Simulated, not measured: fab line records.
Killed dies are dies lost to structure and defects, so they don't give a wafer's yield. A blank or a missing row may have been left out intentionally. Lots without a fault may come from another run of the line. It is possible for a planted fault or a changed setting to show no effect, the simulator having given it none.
Which of the tools did it? + flow sky130 + 12 lots with 36 wafers sampled at 5 steps, on a route of 708 steps

== WHAT THE GAUGES READ, wafer by wafer ==
SKY_VT_ADJUST_HVTR_CD_MEAS_07: target cd 380 nm. Usual: cd_nm at 379.6 nm, with a standard deviation of 2.
| lot  | measured     | on        | cd_nm (nm)        | flag |
|------|--------------|-----------|-------------------|------|
| L793 | day 9 10:07  | cd_sem-02 | 379.1 378.3 376.3 |      |
| L795 | day 10 04:03 | cd_sem-01 | 378.5 379.7 382.0 |      |
| L797 | day 10 17:10 | cd_sem-02 | 380.0 381.4 381.2 |      |
| L799 | day 11 07:52 | cd_sem-01 | 378.0 377.3 380.1 |      |
| L804 | day 12 17:46 | cd_sem-01 | 381.7 380.8 381.2 |      |
| L805 | day 13 06:40 | cd_sem-01 | 379.5 381.9 380.9 |      |
| L809 | day 14 07:25 | cd_sem-02 | 378.8 379.6 377.7 |      |
| L810 | day 14 15:40 | cd_sem-01 | 381.9 380.6 381.5 |      |
| L812 | day 15 15:44 | cd_sem-01 | 378.2 376.4 378.0 |      |
| L813 | day 15 17:24 | cd_sem-01 | 379.9 380.2 378.9 |      |
| L815 | day 16 07:01 | cd_sem-02 | 377.0 379.4 377.7 |      |
| L816 | day 16 15:07 | cd_sem-02 | 379.4 378.6 379.3 |      |

SKY_VT_ADJUST_HVTR_OVL_MEAS_08. Usual: VT_ADJUST_HVTR_OVL gives 0.5 nm (standard deviation 1.6).
| lot  | measured     | on         | VT_ADJUST_HVTR_OVL (nm) | flag |
|------|--------------|------------|-------------------------|------|
| L793 | day 9 10:13  | overlay-01 | -1.5 1.1 -2.2           |      |
| L795 | day 10 04:08 | overlay-01 | -2.6 -1.8 -1.2          |      |
| L797 | day 10 17:16 | overlay-02 | -1.5 -1.0 -3.0          |      |
| L799 | day 11 07:58 | overlay-02 | 0.6 -0.9 -1.1           |      |
| L804 | day 12 17:53 | overlay-01 | 0.7 -1.4 0.8            |      |
| L805 | day 13 06:47 | overlay-02 | 3.4 3.1 1.9             |      |
| L809 | day 14 07:32 | overlay-01 | 0.8 0.0 0.7             |      |
| L810 | day 14 15:47 | overlay-01 | 0.3 0.6 2.1             |      |
| L812 | day 15 15:50 | overlay-01 | -0.7 0.4 2.2            |      |
| L813 | day 15 17:31 | overlay-02 | 0.4 1.0 -0.2            |      |
| L815 | day 16 07:07 | overlay-01 | 2.9 1.0 0.7             |      |
| L816 | day 16 15:14 | overlay-01 | 2.2 3.6 0.8             |      |

SKY_GATE_OXIDE_TW_MEAS_14. Usual: GATE_OXIDE_TW gives 223.6 (standard deviation 1.3).
| lot  | measured     | on            | GATE_OXIDE_TW                       | flag |
|------|--------------|---------------|-------------------------------------|------|
| L793 | day 13 17:17 | film_metro-03 | 225.3 225.0 224.1                   |      |
| L795 | day 14 20:43 | film_metro-01 | 224.6 225.2 223.7                   |      |
| L797 | day 15 05:52 | film_metro-01 | 223.6 223.9 223.5                   |      |
| L799 | day 16 02:15 | film_metro-03 | 224.9 224.6 224.2                   |      |
| L804 | day 17 11:25 | film_metro-01 | 219.3 218.9 218.4 217.4 218.6 219.6 | OFF  |
| L805 | day 18 02:43 | film_metro-04 | 217.6 217.5 217.4 216.8 217.4 217.8 | OFF  |
| L809 | day 19 09:27 | film_metro-04 | 223.5 223.4 223.2                   |      |
| L810 | day 19 18:11 | film_metro-04 | 224.0 223.2 222.9                   |      |
| L812 | day 20 22:19 | film_metro-04 | 225.3 224.8 226.0                   |      |
| L813 | day 21 01:08 | film_metro-01 | 222.0 222.6 221.6                   |      |
| L815 | day 21 17:01 | film_metro-01 | 221.2 221.5 221.4                   |      |
| L816 | day 21 23:03 | film_metro-03 | 222.1 223.5 222.9                   |      |

== WHICH TOOL RAN EACH LOT (tool, then ch and the chambers of the sampled wafers, then the start) ==
| lot  | SKY_VT_ADJUST_NCORE_STRIP_10         | SKY_GATE_OXIDE_IMPLANT_11       |
|------|--------------------------------------|---------------------------------|
| L793 | plasma_asher-02 ch 0,1, day 8 13:09  | implanter-01 ch 0, day 13 16:55 |
| L795 | plasma_asher-04 ch 0,1, day 9 06:12  | implanter-02 ch 0, day 14 20:24 |
| L797 | plasma_asher-02 ch 1, day 9 19:00    | implanter-04 ch 0, day 15 05:31 |
| L799 | plasma_asher-04 ch 1, day 10 08:55   | implanter-04 ch 0, day 16 01:55 |
| L804 | plasma_asher-02 ch 0,1, day 11 18:28 | implanter-02 ch 0, day 17 11:03 |
| L805 | plasma_asher-03 ch 1, day 12 05:51   | implanter-02 ch 0, day 18 02:21 |
| L809 | plasma_asher-03 ch 0,1, day 13 07:30 | implanter-01 ch 0, day 19 09:00 |
| L810 | plasma_asher-03 ch 0,1, day 13 14:37 | implanter-04 ch 0, day 19 17:50 |
| L812 | plasma_asher-03 ch 0,1, day 14 12:38 | implanter-02 ch 0, day 20 21:58 |
| L813 | plasma_asher-04 ch 0,1, day 14 14:29 | implanter-02 ch 0, day 21 00:47 |
| L815 | plasma_asher-02 ch 0,1, day 15 03:32 | implanter-04 ch 0, day 21 16:40 |
| L816 | plasma_asher-04 ch 0,1, day 15 11:23 | implanter-01 ch 0, day 21 22:42 |
- SKY_VT_ADJUST_NCORE_STRIP_10: strips in O2/N2.
- SKY_GATE_OXIDE_IMPLANT_11

== WHAT THE TOOLS THEMSELVES READ (means of the sampled wafers that have a number; where no wafer has one, the mark that the record gives instead) ==
SKY_VT_ADJUST_NCORE_STRIP_10. Usual: drypump_motor_current_A 5.62 A, standard deviation 0.24; oes_product_au 0.715 a.u., standard deviation 0.0048; strip_time_to_endpoint_s 14.22 s, standard deviation 0.032.
| lot  | tool            | drypump_motor_current_A (A) | oes_product_au (a.u.) | strip_time_to_endpoint_s (s) | flag |
|------|-----------------|-----------------------------|-----------------------|------------------------------|------|
| L793 | plasma_asher-02 | 5.52                        | 0.716                 | 14.26                        |      |
| L795 | plasma_asher-04 | 5.39                        | 0.714                 | 14.24                        |      |
| L797 | plasma_asher-02 | 5.58                        | 0.713                 | 14.23                        |      |
| L799 | plasma_asher-04 | 5.27                        | 0.719                 | 14.21                        |      |
| L804 | plasma_asher-02 | 5.52                        | 0.715                 | 14.22                        |      |
| L805 | plasma_asher-03 | 5.89                        | 0.720                 | 14.26                        |      |
| L809 | plasma_asher-03 | 5.94                        | 0.714                 | 14.21                        |      |
| L810 | plasma_asher-03 | 5.92                        | 0.714                 | 14.20                        |      |
| L812 | plasma_asher-03 | 5.94                        | 0.714                 | 14.22                        |      |
| L813 | plasma_asher-04 | 5.40                        | 0.715                 | 14.20                        |      |
| L815 | plasma_asher-02 | 5.52                        | 0.715                 | 14.19                        |      |
| L816 | plasma_asher-04 | 5.58                        | 0.716                 | 14.19                        |      |

SKY_GATE_OXIDE_IMPLANT_11. Usual: beam_energy_keV 10.000, standard deviation 0.0031; dose_ions_cm2 2.6004e+12, standard deviation 2.5e+09; end_station_pressure_torr 5.02e-06 Torr, standard deviation 2.5e-07.
| lot  | tool         | beam_energy_keV | dose_ions_cm2 | end_station_pressure_torr (Torr) | flag |
|------|--------------|-----------------|---------------|----------------------------------|------|
| L793 | implanter-01 | 10.001          | 2.5970e+12    | 5.01e-06                         |      |
| L795 | implanter-02 | 10.001          | 2.6014e+12    | 4.94e-06                         |      |
| L797 | implanter-04 | 9.998           | 2.5996e+12    | 4.90e-06                         |      |
| L799 | implanter-04 | 10.001          | 2.6028e+12    | 4.90e-06                         |      |
| L804 | implanter-02 | 8.922           | 2.6001e+12    | 5.08e-06                         | OFF  |
| L805 | implanter-02 | 8.917           | 2.6014e+12    | 5.14e-06                         | OFF  |
| L809 | implanter-01 | 10.000          | 2.6005e+12    | 5.07e-06                         |      |
| L810 | implanter-04 | 9.999           | 2.6028e+12    | 5.27e-06                         |      |
| L812 | implanter-02 | 9.999           | 2.6021e+12    | 4.92e-06                         |      |
| L813 | implanter-02 | 10.000          | 2.6014e+12    | 5.38e-06                         |      |
| L815 | implanter-04 | 10.002          | 2.5988e+12    | 5.14e-06                         |      |
| L816 | implanter-01 | 9.995           | 2.5986e+12    | 5.03e-06                         |      |

== THE ANSWER, worked out from the rows above alone ==
Rule: a lot counts as off when the mean over its wafers that have a number is more than 3 standard deviations away from the usual mean. A lot without any number at a reading at which 4 lots or more have one is off too. All remaining lots with rows at the step are treated as sound. Order of review: gauges by route order, followed by the tools' own readings, for which a lot's mean as printed above is used. At the first step where some lot is off, the reading lying furthest off is the one used; lots without a number count as furthest.
Off: at SKY_GATE_OXIDE_TW_MEAS_14 (GATE_OXIDE_TW), L804, L805.
A tool fits if, at a process step before that reading, it ran every lot that is off, and no sound lot after the first of them. Not tried: the gauges at SKY_GATE_OXIDE_TW_MEAS_14; whatever is off there is also off at SKY_GATE_OXIDE_IMPLANT_11, on other tools, and gauge error can't account for it. Of those tried, none fits.

== WHAT THE SIMULATOR HAD PUT IN ==
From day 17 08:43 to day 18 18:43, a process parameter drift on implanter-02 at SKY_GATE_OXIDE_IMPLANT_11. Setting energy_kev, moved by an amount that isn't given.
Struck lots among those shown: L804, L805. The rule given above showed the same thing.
